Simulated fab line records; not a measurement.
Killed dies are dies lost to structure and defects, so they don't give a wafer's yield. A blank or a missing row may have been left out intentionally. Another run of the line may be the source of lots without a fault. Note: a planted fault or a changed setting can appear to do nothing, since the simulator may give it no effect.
Matching of chambers | flow sky130 | 4 sister chambers for SKY_VIA4_CMP_02 on cmp-02
The step polishes SiO2. 8 wafers are shown with their chamber, then 9 later ones without.

## WAFERS PAIRED WITH THEIR CHAMBERS
wafer  | chamber | motor-current-A (A)
L936.1 | 0       | 9.4
L936.2 | 2       | 10.6
L936.3 | 3       | 13.3
L942.4 | 3       | 12.4
L942.5 | 0       | 10.0
L945.3 | 1       | 10.3
L945.4 | 2       | 9.7
L945.6 | 1       | 11.1

## WAFERS WHOSE CHAMBER IS MISSING
wafer  | motor-current-A (A)
L946.1 | 10.3
L946.2 | 12.5
L946.6 | 9.7
L947.2 | 10.7
L947.4 | 12.4
L947.6 | 12.6
L948.1 | 9.8
L948.4 | 10.6
L948.6 | 10.2

## WHICH CHAMBER EACH ONE RAN IN
wafer  | from the rows above          | in truth
L946.1 | can't be placed: 2 or 1 or 0 | 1
L946.2 | 3                            | 3
L946.6 | can't be placed: 0 or 2 or 1 | 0
L947.2 | can't be placed: 1 or 2 or 0 | 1
L947.4 | 3                            | 3
L947.6 | 3                            | 3
L948.1 | can't be placed: 0 or 2 or 1 | 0
L948.4 | can't be placed: 1 or 2 or 0 | 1
L948.6 | can't be placed: 2 or 0 or 1 | 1
Correct placement for 3 of the 9. From these rows, 6 cannot be placed; in 6 the true chamber is one of the candidates. Placed wrongly: 0.
How it was worked out, from the rows above alone: a wafer's distance from a chamber is the root of the sum, over the readings, of the square of ((its reading less the chamber's mean) divided by the reading's scatter). The wafer belongs to the nearest chamber; if the next one is less than 2 further off, it can't be placed. A chamber's mean is the mean of its shown wafers. How the scatter is found: for the shown wafers, subtract from each reading the mean of its chamber, square and add these, divide the total by (wafers less chambers), then take the root.
